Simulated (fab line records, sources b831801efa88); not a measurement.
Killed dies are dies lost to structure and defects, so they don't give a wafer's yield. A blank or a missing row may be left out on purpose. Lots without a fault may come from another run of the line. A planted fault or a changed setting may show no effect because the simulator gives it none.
Which tool did it? | flow sky130 | 11 lots, 33 wafers sampled, at 6 steps of a route of 708

WHAT THE GAUGES READ, wafer by wafer
SKY_FIELD_ISO_THK_MEAS_25. Usual: FIELD_ISO_CVD_24_THK 597 nm, standard deviation 6.5.
lot  | measured    | on            | FIELD_ISO_CVD_24_THK (nm) | flag
L879 | day 2 13:45 | film_metro-04 | 596 591 597               |
L880 | day 2 16:24 | film_metro-04 | 583 596 589               |
L882 | day 3 04:36 | film_metro-04 | 598 599 603               |
L883 | day 3 11:18 | film_metro-04 | 596 591 591               |
L884 | day 3 14:09 | film_metro-02 | 598 588 590               |
L888 | day 4 09:20 | film_metro-04 | 602 598 596               |
L889 | day 4 19:26 | film_metro-01 | 592 591 597               |
L894 | day 5 18:35 | film_metro-02 | 597 589 599               |
L899 | day 6 20:17 | film_metro-04 | 593 592 594               |
L900 | day 7 03:32 | film_metro-04 | 597 599 599               |
L901 | day 7 06:48 | film_metro-01 | 590 602 591               |

SKY_PWDE_TW_MEAS_10. Usual: PWDE_TW 374.4, standard deviation 2.3.
lot  | measured    | on            | PWDE_TW           | flag
L879 | day 4 01:53 | film_metro-04 | 376.8 375.8 377.2 |
L880 | day 4 05:53 | film_metro-03 | 374.7 373.9 373.3 |
L882 | day 4 19:35 | film_metro-02 | 373.8 370.9 371.8 |
L883 | day 5 01:12 | film_metro-02 | 373.3 373.6 374.8 |
L884 | day 5 06:08 | film_metro-02 | 373.4 371.7 370.0 |
L888 | day 6 02:12 | film_metro-02 | 374.6 374.1 375.2 |
L889 | day 6 13:26 | film_metro-03 | 369.1 369.5 369.7 |
L894 | day 7 13:56 | film_metro-04 | 373.4 374.5 371.8 |
L899 | day 8 19:41 | film_metro-02 | 410.5 408.4 409.9 | OFF
L900 | day 9 01:56 | film_metro-02 | 410.1 406.9 407.8 | OFF
L901 | day 9 05:41 | film_metro-04 | 377.9 379.0 376.5 |

SKY_NWELL_RS_MEAS_31: measures by four-point-probe. Usual: PWDE_RS 5284 ohm/sq, standard deviation 21.
lot  | measured     | on            | PWDE_RS (ohm/sq) | flag
L879 | day 5 13:13  | film_metro-04 | 5293 5285 5277   |
L880 | day 5 17:33  | film_metro-03 | 5278 5257 5275   |
L882 | day 6 09:05  | film_metro-04 | 5296 5308 5288   |
L883 | day 6 13:58  | film_metro-04 | 5293 5314 5308   |
L884 | day 6 20:53  | film_metro-02 | 5273 5289 5287   |
L888 | day 7 18:20  | film_metro-04 | 5297 5295 5283   |
L889 | day 8 06:02  | film_metro-02 | 5300 5282 5305   |
L894 | day 9 09:17  | film_metro-02 | 5273 5286 5267   |
L899 | day 10 16:50 | film_metro-03 | 4235 4219 4240   | OFF
L900 | day 10 23:01 | film_metro-02 | 4213 4216 4225   | OFF
L901 | day 11 03:02 | film_metro-04 | 5298 5286 5284   |

WHICH TOOL RAN EACH LOT (tool, then ch and the chambers of the sampled wafers, then the start)
lot  | SKY_FIELD_ISO_ETCH_15             | SKY_PWDE_IMPLANT_08            | SKY_PWDE_STRIP_09
L879 | rie_diel-01 ch 0,2,3, day 2 10:58 | implanter-04 ch 0, day 4 01:40 | plasma_asher-02 ch 0,1, day 4 01:47
L880 | rie_diel-01 ch 1,2,3, day 2 14:34 | implanter-04 ch 0, day 4 05:40 | plasma_asher-03 ch 0,1, day 4 05:47
L882 | rie_diel-02 ch 1,2,3, day 3 01:46 | implanter-04 ch 0, day 4 19:20 | plasma_asher-02 ch 0,1, day 4 19:29
L883 | rie_diel-02 ch 1,2, day 3 07:22   | implanter-04 ch 0, day 5 00:59 | plasma_asher-01 ch 0,1, day 5 01:07
L884 | rie_diel-02 ch 0,1,3, day 3 12:02 | implanter-03 ch 0, day 5 05:53 | plasma_asher-01 ch 0,1, day 5 06:02
L888 | rie_diel-01 ch 0,1,3, day 4 07:31 | implanter-04 ch 0, day 6 01:59 | plasma_asher-03 ch 0,1, day 6 02:07
L889 | rie_diel-02 ch 0,3, day 4 16:01   | implanter-01 ch 0, day 6 13:11 | plasma_asher-01 ch 0,1, day 6 13:20
L894 | rie_diel-01 ch 2,3, day 5 16:47   | implanter-03 ch 0, day 7 13:41 | plasma_asher-02 ch 0,1, day 7 13:50
L899 | rie_diel-04 ch 1,3, day 6 17:49   | implanter-04 ch 0, day 8 19:26 | plasma_asher-02 ch 0,1, day 8 19:35
L900 | rie_diel-01 ch 0,1,3, day 7 00:17 | implanter-04 ch 0, day 9 01:43 | plasma_asher-03 ch 0,1, day 9 01:50
L901 | rie_diel-04 ch 0,2,3, day 7 04:59 | implanter-03 ch 0, day 9 05:26 | plasma_asher-03 ch 0,1, day 9 05:35
- SKY_FIELD_ISO_ETCH_15: etches the open film in CHF3/O2, stops on Si, target depth 180 nm, time 72 s.
- SKY_PWDE_IMPLANT_08
- SKY_PWDE_STRIP_09: strips in O2/N2.

WHAT THE TOOLS THEMSELVES READ (means of the sampled wafers that have a number; where no wafer has one, the mark that the record gives instead)
SKY_FIELD_ISO_ETCH_15. Usual: drypump_motor_current_A 5.5 A, standard deviation 0.41; oes_product_au 0.948 a.u., standard deviation 0.0077; throttle_valve_pct 8.845 %, standard deviation 0.0092.
lot  | tool        | drypump_motor_current_A (A) | oes_product_au (a.u.) | throttle_valve_pct (%) | flag
L879 | rie_diel-01 | 5.7                         | 0.942                 | 8.852                  |
L880 | rie_diel-01 | 5.4                         | 0.941                 | 8.846                  |
L882 | rie_diel-02 | 5.5                         | 0.947                 | 8.844                  |
L883 | rie_diel-02 | 5.6                         | 0.950                 | 8.841                  |
L884 | rie_diel-02 | 5.6                         | 0.938                 | 8.840                  |
L888 | rie_diel-01 | 5.4                         | 0.955                 | 8.838                  |
L889 | rie_diel-02 | 5.7                         | 0.939                 | 8.843                  |
L894 | rie_diel-01 | 5.8                         | 0.944                 | 8.845                  |
L899 | rie_diel-04 | 5.4                         | 0.943                 | 8.846                  |
L900 | rie_diel-01 | 5.4                         | 0.957                 | 8.850                  |
L901 | rie_diel-04 | 5.3                         | 0.954                 | 8.840                  |

SKY_PWDE_IMPLANT_08. Usual: beam_on_s 9.96 s, standard deviation 0.2; dose_ions_cm2 3.6e+12, standard deviation 4.4e+09; faraday_current_uA 20.4, standard deviation 0.4.
lot  | tool         | beam_on_s (s) | dose_ions_cm2 | faraday_current_uA | flag
L879 | implanter-04 | 9.85          | 3.6e+12       | 20.5               |
L880 | implanter-04 | 10.05         | 3.6e+12       | 20.2               |
L882 | implanter-04 | 9.91          | 3.6e+12       | 20.5               |
L883 | implanter-04 | 9.91          | 3.6e+12       | 20.4               |
L884 | implanter-03 | 10.11         | 3.6e+12       | 20.1               |
L888 | implanter-04 | 9.90          | 3.6e+12       | 20.4               |
L889 | implanter-01 | 9.96          | 3.6e+12       | 20.4               |
L894 | implanter-03 | 10.04         | 3.6e+12       | 20.2               |
L899 | implanter-04 | 13.29         | 3.6e+12       | 15.2               | OFF
L900 | implanter-04 | 13.50         | 3.6e+12       | 15.1               | OFF
L901 | implanter-03 | 9.95          | 3.6e+12       | 20.4               |

SKY_PWDE_STRIP_09. Usual: drypump_motor_current_A 5.5 A, standard deviation 0.48; oes_product_au 0.722 a.u., standard deviation 0.0042; strip_time_to_endpoint_s 36.94 s, standard deviation 0.095.
lot  | tool            | drypump_motor_current_A (A) | oes_product_au (a.u.) | strip_time_to_endpoint_s (s) | flag
L879 | plasma_asher-02 | 5.1                         | 0.724                 | 36.86                        |
L880 | plasma_asher-03 | 5.9                         | 0.722                 | 36.90                        |
L882 | plasma_asher-02 | 5.1                         | 0.724                 | 37.09                        |
L883 | plasma_asher-01 | 5.5                         | 0.721                 | 36.99                        |
L884 | plasma_asher-01 | 5.5                         | 0.728                 | 37.01                        |
L888 | plasma_asher-03 | 5.9                         | 0.722                 | 36.98                        |
L889 | plasma_asher-01 | 5.5                         | 0.718                 | 36.87                        |
L894 | plasma_asher-02 | 5.1                         | 0.724                 | 36.87                        |
L899 | plasma_asher-02 | 5.1                         | 0.723                 | 36.92                        |
L900 | plasma_asher-03 | 5.8                         | 0.722                 | 36.82                        |
L901 | plasma_asher-03 | 5.7                         | 0.721                 | 36.98                        |

THE ANSWER, worked out from the rows above alone
Rule: a lot is off if the mean of its wafers that have a number lies more than 3 standard deviations from the usual mean. A lot without any number at a reading at which 4 lots or more have one is off too. The other lots that the step has rows for count as sound. The gauges are gone through in route order, then the tools' own readings, and for those a lot's mean is taken as printed above. The first step at which some lot is off is used, and at that step the reading that is off furthest; a lot without a number counts as furthest.
Off: L899, L900, at SKY_PWDE_TW_MEAS_10 (PWDE_TW).
A tool fits if, at a process step before that reading, it ran every lot that is off, and no sound lot after the first of them. The gauges at SKY_PWDE_TW_MEAS_10 aren't tried: what is off there is off at SKY_PWDE_IMPLANT_08 too, on other tools, and a gauge's error can't cause that. One fits: implanter-04 at SKY_PWDE_IMPLANT_08. Its last sound lot is L888 (day 6 01:59), its first lot that is off L899 (day 8 19:26): a fault that began between those two fits.
The tool's own readings at SKY_PWDE_IMPLANT_08 bear it out: on the lots that are off they differ by more than 5 times the standard deviation of the sound lots' means. beam_on_s reads 13.39 s there against 9.96 s on the sound lots; faraday_current_uA reads 15.1 there against 20.3 on the sound lots.

WHAT THE SIMULATOR HAD PUT IN
Process parameter drift: implanter-04, from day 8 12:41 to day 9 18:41, at SKY_PWDE_IMPLANT_08. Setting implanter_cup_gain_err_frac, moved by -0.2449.
Lots struck among those shown: L899, L900. The rule above found the same.
